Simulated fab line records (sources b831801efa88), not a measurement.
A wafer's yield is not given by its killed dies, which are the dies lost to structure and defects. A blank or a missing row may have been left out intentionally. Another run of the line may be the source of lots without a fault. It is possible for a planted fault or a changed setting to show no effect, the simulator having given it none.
A struck lot beside a sound one ; flow gf180mcu ; 29 steps out of a route of 602
Sound: the wafers L104.2, L104.4, L104.6. Struck: wafer L105.2 (left out: L105.3, a lot-mate that was not struck); the cause follows at the end.
Per side, at each step with rows, come the tool, then ch with its chambers, and then its first start. Under that, the readings that differ: sound wafers ; struck wafers ; difference of the means ; sigmas: that difference in standard deviations of wafers without a fault.
alike: readings with means less than 2 such deviations apart, plus words and numbers identical on both sides. not compared: withheld readings, readings lacking a value on some wafer, bounds such as >300 that could conceal the same value, and numbers that have no deviation in the record and whose values overlap.
The two part at a step that has a row with sigmas, a row that says differs or no value, or rows on one side only. Numbers that have no deviation but don't overlap get no sigmas and don't part them. A reading that every wafer of one side lacks parts them only if that side has two wafers or more.

first, 2 steps without rows for these wafers: GF_V5_STRIP_19 (strips in post etch residue remover, time 1200 s); GF_V5_CLEAN_20 (cleans in DIW).
GF_V5_SPUTTER_21: material Ti, target thk 15 nm, time 80.02 s.
  struck on pvd-sputter-02, day 31 19:45; sound on pvd-sputter-02, day 31 17:28
  alike: throttle-valve-pct
GF_V5_SPUTTER_22: material TiN, target thk 10 nm, time 40 s.
  struck on pvd-sputter-02, day 31 19:49; sound on pvd-sputter-02, day 31 17:31
  alike: throttle-valve-pct
then, 1 step without rows for these wafers: GF_V5_CVD_23 (deposits W, target thk 350 nm, time 104.9 s).
GF_V5_RS_MEAS_24: uses a four-point probe to measure.
  struck on film-metro-01, day 31 19:59; sound on film-metro-01, day 31 17:41
  alike: V5_W_RS
GF_V5_THK_MEAS_25: measures by xrf.
  struck on film-metro-01, day 31 20:05; sound on film-metro-01, day 31 17:48
  alike: V5_W_THK
GF_V5_CMP_26: polishes, stops on SiO2, t overpolish 15 s, target thk 0 nm.
  sound on cmp-01 ch 1,3, day 31 17:54; struck on cmp-01 ch 2, day 31 20:14
  alike: edge-zone-pressure-frac, motor-current-A, overpolish-run-s, time-to-endpoint-s
then, 1 step without rows for these wafers: GF_TOP_METAL_SPUTTER_00 (material Ti, target thk 37.5 nm, time 150 s).
GF_TOP_METAL_SPUTTER_01: material TiN, target thk 30 nm, time 25 s.
  struck on pvd-sputter-02, day 31 20:32; sound on pvd-sputter-01, day 31 18:15
  alike: throttle-valve-pct
then, 2 steps without rows for these wafers: GF_TOP_METAL_SPUTTER_02 (material AlCu, target thk 900 nm, time 47.82 s); GF_TOP_METAL_SPUTTER_03 (material Ti, target thk 5 nm, time 3.3 s).
GF_TOP_METAL_SPUTTER_04: material TiN, target thk 25 nm, time 20.8 s.
  struck on pvd-sputter-02, day 31 20:38; sound on pvd-sputter-01, day 31 18:20
reading;sound;struck;difference;sigmas
model.TiN_of_TOP_METAL_SPUTTER_04.thk-nm (nm);24.92 25.24 24.82;26.4;+1.4;
  alike: throttle-valve-pct
GF_TOP_METAL_RS_MEAS_05: uses a four-point probe to measure.
  struck on film-metro-03, day 31 20:41; sound on film-metro-03, day 31 18:23
reading;sound;struck;difference;sigmas
TOP_METAL_ALCU_RS (ohm/sq);0.0332 0.0335 0.0331;0.0323;-0.0010;-2
GF_TOP_METAL_THK_MEAS_06: measures by xrf.
  struck on film-metro-03, day 31 20:47; sound on film-metro-03, day 31 18:30
reading;sound;struck;difference;sigmas
TOP_METAL_ALCU_THK (nm);886 880 891;911;+25;+2
then, 7 steps without rows for these wafers: GF_TOP_METAL_DEHYDRATE_07 (time 60 s); GF_TOP_METAL_HMDS_08 (prime time 60 s); GF_TOP_METAL_COAT_09 (resist thk 1500 nm); GF_TOP_METAL_SOFTBAKE_10 (time 60 s); GF_TOP_METAL_EXPOSE_11 (exposes mask MetalTop, target cd 440 nm); GF_TOP_METAL_PEB_12; GF_TOP_METAL_DEVELOP_13 (develop time 60 s).
GF_TOP_METAL_CD_MEAS_14: the cd target is 440 nm.
  struck on cd-sem-02, day 32 13:38; sound on cd-sem-02, day 32 11:05
reading;sound;struck;difference;sigmas
cd-nm (nm);437.2 435.0 436.0;444.0;+7.9;+3
GF_TOP_METAL_OVL_MEAS_15:
  struck on overlay-01, day 32 13:45; sound on overlay-01, day 32 11:12
  alike: TOP_METAL_OVL
GF_TOP_METAL_METAL_ETCH_16: etches the open film in Cl2/BCl3, stops on SiO2, target depth 1197 nm, time 199.5 s.
  sound on rie-metal-03 ch 0,1, day 32 11:14; struck on rie-metal-02 ch 1, day 32 13:47
  alike: drypump-motor-current-A, oes-product-au, throttle-valve-pct
  not compared: rf-hours-counter-h
then, 1 step without rows for these wafers: GF_TOP_METAL_STRIP_17 (strips in O2/N2).
GF_TOP_METAL_STRIP_18: strips in post etch residue remover, time 1200 s.
  sound on wet-bench-04 ch 0, day 32 11:31; struck on wet-bench-04 ch 0, day 32 14:04
reading;sound;struck;difference;sigmas
model.TiN_of_TOP_METAL_SPUTTER_04.thk-nm (nm);24.5 24.83 24.4;25.98;+1.40;
then, 2 steps without rows for these wafers: GF_TOP_METAL_CLEAN_19 (cleans in DIW); GF_PASSIVATION_PROBE_99.

WHERE THEY PART
Last at GF_TOP_METAL_CD_MEAS_14 as far as this record goes, first at GF_TOP_METAL_RS_MEAS_05. Later steps at which nothing parts them and some readings are alike: GF_TOP_METAL_OVL_MEAS_15, GF_TOP_METAL_METAL_ETCH_16.

WHY: what had been put in by the simulator
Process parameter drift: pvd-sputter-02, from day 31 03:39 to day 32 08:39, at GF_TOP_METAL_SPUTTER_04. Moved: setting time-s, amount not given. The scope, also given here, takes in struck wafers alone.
